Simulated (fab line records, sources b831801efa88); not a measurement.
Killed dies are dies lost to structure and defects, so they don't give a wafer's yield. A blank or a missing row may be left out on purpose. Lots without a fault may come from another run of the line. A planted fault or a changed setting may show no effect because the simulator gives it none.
fab line records | flow sky130
record lots=6 wafers=18 last_day=50
route steps=708 shown FIELD_ISO@22 NWELL@32 DNWELL@35 PAD_OPEN@708
lots that met no fault: from a run of the same line without faults
start_h: hours from the record's first day to the start of the lot's first wafer shown | wait_h: hours since the lot's step before | " the same as in the row above | L1.1+2: a row that stands for several wafers | - no value, or no start given | * or withheld: withheld | < > ~ a bound
route shown NAME@n: a module of which the file shows steps, and the number in the route of the first | usual: mean/standard deviation of fault-free wafers | same: alike in all rows | chamber/n: place in a boat | sites: the reading at each site | _std_site: their standard deviation | _edge_site: outer sites' mean less inner sites' | radius_mm: how far each site lies from the wafer's centre | mask NAME#n: copy n | behind: the tool/chamber that last shaped the wafer | hold: why the lot was held/for how many hours/how that ended | device: the transistor (n, p or np) that didn't switch | end of line: the same wafers' tests at the end of the route | a step without rows: its recipe alone | killed: dies lost to structure and defects at the first sort, not the wafer's yield | map: a wafer's dies, x killed, . not, _ none there
set.NAME: the setting as run; set.NAME@STEP: as run at that earlier step | model.NAME: the simulator's own value behind a step, which no gauge read
lots at some steps of the route; a table a step, a row a wafer
services: from which hour (start_h, from the record's first day; less than 0 if before it) a tool's chamber was out of use, for how many hours, and why
## steps
# step SKY_FIELD_ISO_WET_ETCH_21
# recipe chemistry=dHF dilution=100:1 target_depth_nm=20 dry=ipa_marangoni target=SiO2 temp_c=25 time_s=400
# step SKY_FIELD_ISO_OXIDATION_22
# recipe temp_c=950 ambient=O2 stabilise_s=600 purge_s=300 target_thk_a=100 ox_time_s=623
# step SKY_FIELD_ISO_THK_MEAS_23
# recipe reads=SiO2_of_FIELD_ISO_OXIDATION_22
# usual FIELD_ISO_OXIDATION_01_THK=9.93/0.19
# columns lot.wafer tool chamber start_h wait_h FIELD_ISO_OXIDATION_01_THK[nm]
L988.2 film_metro-03 - 46.17 0.0 9.56
L988.4 " - " " 9.68
L988.6 " - " " 9.58
L992.1 film_metro-02 - 68.48 0.0 9.72
L992.2 " - " " 9.77
L992.4 " - " " 9.86
L999.1 film_metro-03 - 104.41 0.0 10.04
L999.2 " - " " 10.24
L999.5 " - " " 10.19
L102.3 film_metro-03 - 120.93 0.0 10.05
L102.4 " - " " 9.96
L102.5 " - " " 10.03
L105.1 film_metro-01 - 136.26 0.0 9.99
L105.3 " - " " 10.26
L105.4 " - " " 10.00
L106.1 film_metro-01 - 141.11 0.0 10.00
L106.2 " - " " 9.71
L106.6 " - " " 9.93
# step SKY_FIELD_ISO_CVD_24
# recipe material=SiO2 target_thk_nm=595 temp_c=650 sigma_open_frac=0.3 time_s=99.2 sih4_flow_sccm=60 pressure_mtorr=6
# step SKY_FIELD_ISO_THK_MEAS_25
# recipe reads=SiO2_of_FIELD_ISO_CVD_24
# usual FIELD_ISO_CVD_24_THK=597/5.5
# columns lot.wafer tool chamber start_h wait_h FIELD_ISO_CVD_24_THK[nm]
L988.2 film_metro-01 - 46.30 0.0 606
L988.4 " - " " 592
L988.6 " - " " 600
L992.1 film_metro-03 - 68.61 0.0 598
L992.2 " - " " 604
L992.4 " - " " 602
L999.1 film_metro-01 - 104.54 0.0 599
L999.2 " - " " 605
L999.5 " - " " 598
L102.3 film_metro-01 - 121.06 0.1 596
L102.4 " - " " 601
L102.5 " - " " 597
L105.1 film_metro-02 - 136.39 0.0 592
L105.3 " - " " 596
L105.4 " - " " 588
L106.1 film_metro-02 - 141.28 0.1 593
L106.2 " - " " 603
L106.6 " - " " 591
# step SKY_FIELD_ISO_ANNEAL_26
# recipe temp_c=1000 time_s=1800 ambient=N2
# step SKY_FIELD_ISO_CMP_27
# recipe stop_on=Si3N4 t_overpolish_s=16 down_force_psi=4 platen_rpm=60 target_thk_nm=457.8 pad_velocity_m_s=0.94248
# usual motor_current_A=12.4/1.3 overpolish_run_s=16.001/0.009 time_to_endpoint_s=114/3.4
# columns lot.wafer tool chamber start_h wait_h motor_current_A overpolish_run_s time_to_endpoint_s
L988.4 cmp-01 3 47.90 0.1 11.7 15.999 117
L988.2 " 1 " " 11.3 16.003 118
L988.6 " 2 " " 11.3 16.007 117
L992.4 cmp-01 1 70.17 0.0 11.1 16.004 119
L992.1 " 3 " " 10.9 16.004 119
L992.2 " 0 " " 13.7 15.992 118
L999.2 cmp-01 2 106.10 0.0 11.3 15.993 112
L999.1 " 3 " " 11.2 16.011 113
L999.5 " 2 " " 11.5 15.999 115
L102.4 cmp-01 2 123.93 0.1 10.9 16.008 116
L102.3 " 0 " " 13.7 16.006 114
L102.5 " 2 " " 11.2 16.004 110
L105.3 cmp-02 3 139.29 0.1 12.4 16.008 112
L105.4 " 0 " " 13.2 15.998 110
L105.1 " 1 " " 11.8 16.007 110
L106.1 cmp-01 1 143.32 0.0 11.3 16.000 113
L106.2 " 2 " " 11.3 16.005 115
L106.6 " 2 " " 10.6 16.000 112
# step SKY_FIELD_ISO_WET_ETCH_28
# recipe chemistry=dHF target_depth_nm=23.7 target=SiO2 dilution=10:1 temp_c=25 time_s=47
# step SKY_FIELD_ISO_WET_ETCH_29
# recipe chemistry=H3PO4 target_depth_nm=160 target=Si3N4 temp_c=160 time_s=1825
# step SKY_FIELD_ISO_WET_ETCH_30
# recipe chemistry=dHF target_depth_nm=25 target=SiO2 dilution=10:1 temp_c=25 time_s=50
# step SKY_NWELL_CLEAN_00
# recipe chemistry=SC1/SC2 mix=1:4:20 temp_c=70 time_s=150 dry=n2_spin
# step SKY_NWELL_OXIDATION_01
# recipe temp_c=900 ambient=O2 stabilise_s=600 purge_s=300 target_thk_a=100 ox_time_s=1418
# step SKY_NWELL_THK_MEAS_02
# recipe reads=SiO2_of_NWELL_OXIDATION_01
# usual NWELL_OXIDATION_THK=9.94/0.15
# columns lot.wafer tool chamber start_h wait_h hold NWELL_OXIDATION_THK[nm]
L988.2 film_metro-04 - 50.24 0.0 - 9.79
L988.4 " - " " - 9.78
L988.6 " - " " - 9.73
L992.1 film_metro-02 - 73.03 0.0 - 9.92
L992.2 " - " " - 10.01
L992.4 " - " " - 9.89
L999.1 film_metro-02 - 108.91 0.0 - 10.23
L999.2 " - " " - 10.34
L999.5 " - " " - 10.44
L102.3 film_metro-02 - 126.94 0.0 await_dispo/0.2h/release 10.43
L102.4 " - " " await_dispo/0.2h/release 10.35
L102.5 " - " " await_dispo/0.2h/release 10.51
L102.3 film_metro-02 - 127.17 0.2 - 10.55
L102.4 " - " " - 10.39
L102.5 " - " " - 10.48
L105.1 film_metro-01 - 142.50 0.0 - 10.05
L105.3 " - " " - 10.09
L105.4 " - " " - 10.16
L106.1 film_metro-01 - 145.63 0.0 - 9.92
L106.2 " - " " - 10.05
L106.6 " - " " - 9.93
# step SKY_DNWELL_DEHYDRATE_00
# recipe temp_c=200 time_s=60
# step SKY_PAD_OPEN_PROBE_99
# usual killed_at_M0_to_M3=44/7.2 killed_at_M4_up=3.5/1.8 killed_at_contacts=25/5.1 killed_at_front_end=14/4.4 killed_at_other=0.4/0.58 killed_dies=87/9.1 killed_open=48/6.9 killed_short=38/6.3
# same gross_dies=492 killed_at_back_side=0
# columns lot.wafer tool chamber start_h wait_h killed_at_M0_to_M3 killed_at_M4_up killed_at_contacts killed_at_front_end killed_at_other killed_dies killed_open killed_short
L988.2 prober-01 - 1091.60 0.1 39 4 14 18 1 76 37 38
L988.4 prober-01 - 1091.70 0.2 51 7 23 15 0 96 46 50
L988.6 prober-01 - 1091.80 0.2 46 5 19 12 1 83 38 45
L992.1 prober-01 - 1118.31 0.1 55 3 15 14 0 87 55 32
L992.2 prober-01 - 1118.36 0.1 47 4 17 9 0 77 39 38
L992.4 prober-01 - 1118.46 0.2 44 3 27 11 0 85 58 27
L999.1 prober-01 - 1157.54 0.1 47 4 22 18 0 91 51 38
L999.2 prober-01 - 1157.59 0.1 30 3 31 12 0 76 40 35
L999.5 prober-01 - 1157.74 0.2 35 3 30 23 0 91 54 37
L105.1 prober-01 - 1187.65 0.1 43 2 18 19 2 84 38 45
L105.3 prober-01 - 1187.75 0.2 38 5 29 16 0 88 54 33
L105.4 prober-01 - 1187.80 0.2 47 4 25 10 0 86 47 39
# killed by level:class
L988.2 VIA1:geometric_particle:open=11 METAL2:geometric_particle:short=10 FIELD_ISO:geometric_particle:open=7 METAL1:geometric_particle:short=6 POLY_GATE:geometric_particle:open=4 METAL4:geometric_particle:short=4 LI_CONTACT:geometric_particle:open=4 VIA2:geometric_particle:open=4
L988.4 METAL2:geometric_particle:short=12 CONTACT:geometric_particle:short=8 VIA2:geometric_particle:open=8 VIA1:geometric_particle:open=7 VIA3:geometric_particle:open=7 POLY_GATE:geometric_particle:short=5 LI_CONTACT:geometric_particle:open=5 METAL4:geometric_particle:short=5
L988.6 VIA1:geometric_particle:open=13 VIA1:geometric_particle:short=6 CONTACT:geometric_particle:open=5 METAL1:geometric_particle:short=5 VIA2:geometric_particle:open=5 LI_CONTACT:geometric_particle:open=4 LOCAL_INTERCONNECT:geometric_particle:short=4 METAL2:geometric_particle:short=4
L992.1 VIA1:geometric_particle:open=13 VIA2:geometric_particle:open=9 VIA3:geometric_particle:open=7 CONTACT:geometric_particle:open=6 METAL1:geometric_particle:open=6 METAL2:geometric_particle:short=6 SPACER:geometric_particle:open=5 METAL1:geometric_particle:short=5
L992.2 VIA1:geometric_particle:open=15 METAL2:geometric_particle:short=8 METAL1:geometric_particle:short=6 LI_CONTACT:geometric_particle:open=5 VIA3:geometric_particle:open=5 CONTACT:geometric_particle:open=4 METAL4:geometric_particle:short=4 CONTACT:geometric_particle:short=3
L992.4 VIA1:geometric_particle:open=16 LI_CONTACT:geometric_particle:open=13 CONTACT:geometric_particle:open=8 VIA2:geometric_particle:open=8 METAL2:geometric_particle:short=7 FIELD_ISO:geometric_particle:open=5 LOCAL_INTERCONNECT:geometric_particle:short=5 VIA3:geometric_particle:open=4
L999.1 VIA1:geometric_particle:open=13 CONTACT:geometric_particle:open=7 LI_CONTACT:geometric_particle:open=6 VIA2:geometric_particle:open=6 FIELD_ISO:geometric_particle:open=5 LOCAL_INTERCONNECT:geometric_particle:short=5 METAL3:geometric_particle:short=5 POLY_GATE:geometric_particle:open=4
L999.2 LOCAL_INTERCONNECT:geometric_particle:short=8 LI_CONTACT:geometric_particle:open=7 CONTACT:geometric_particle:open=7 CONTACT:geometric_particle:short=6 VIA1:geometric_particle:open=5 VIA2:geometric_particle:open=5 VIA3:geometric_particle:short=4 VIA3:geometric_particle:open=4
L999.5 VIA1:geometric_particle:open=12 CONTACT:geometric_particle:open=10 LI_CONTACT:geometric_particle:open=9 FIELD_ISO:geometric_particle:short=8 CONTACT:geometric_particle:short=7 VIA3:geometric_particle:open=7 FIELD_ISO:geometric_particle:open=5 METAL2:geometric_particle:short=4
L105.1 FIELD_ISO:geometric_particle:short=7 CONTACT:geometric_particle:open=7 VIA2:geometric_particle:open=7 METAL1:geometric_particle:short=6 VIA1:geometric_particle:open=6 FIELD_ISO:geometric_particle:open=5 METAL2:geometric_particle:short=5 CONTACT:geometric_particle:short=4
L105.3 VIA1:geometric_particle:open=10 CONTACT:geometric_particle:open=9 LI_CONTACT:geometric_particle:open=9 VIA3:geometric_particle:open=6 METAL2:geometric_particle:short=5 VIA2:geometric_particle:open=5 FIELD_ISO:geometric_particle:short=4 LOCAL_INTERCONNECT:geometric_particle:short=4
L105.4 VIA3:geometric_particle:open=10 CONTACT:geometric_particle:open=9 VIA1:geometric_particle:short=7 VIA1:geometric_particle:open=7 VIA2:geometric_particle:open=7 FIELD_ISO:geometric_particle:short=5 LI_CONTACT:geometric_particle:open=5 METAL1:geometric_particle:short=5
## services
# columns tool chamber start_h hours kind
cmp-02 - 35.42 0.9 repair
cmp-01 - 51.51 3.9 repair
cmp-02 - 67.79 4.0 pm
cmp-02 - 71.79 - consumable_replace:conditioner
cmp-02 - 71.79 - consumable_replace:pad
## key
first_sign step=SKY_NWELL_THK_MEAS_02 reading=visit direction=added
effect step=SKY_NWELL_THK_MEAS_02 reading=NWELL_OXIDATION_THK direction=up sigmas=2.9 usual=9.94 struck=10.39
met_at SKY_NWELL_THK_MEAS_02
struck_wafers L999.1,L999.2,L999.5,L102.3,L102.4,L102.5
tester_left_out L999,L102
onset_between 73.03 108.91
fault kind=metrology_matching_offset tool=film_metro-02 chamber=- onset_h=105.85 steps=SKY_NWELL_THK_MEAS_02 param=thk_nm offset=0.53325
# tester_left_out: of these lots the tester's yield and bins aren't shown, on N5 and GAA mostly nor the transistor test; their killed dies are dies lost to structure and defects alone, not to doping, threshold or leakage, so they don't give the yield
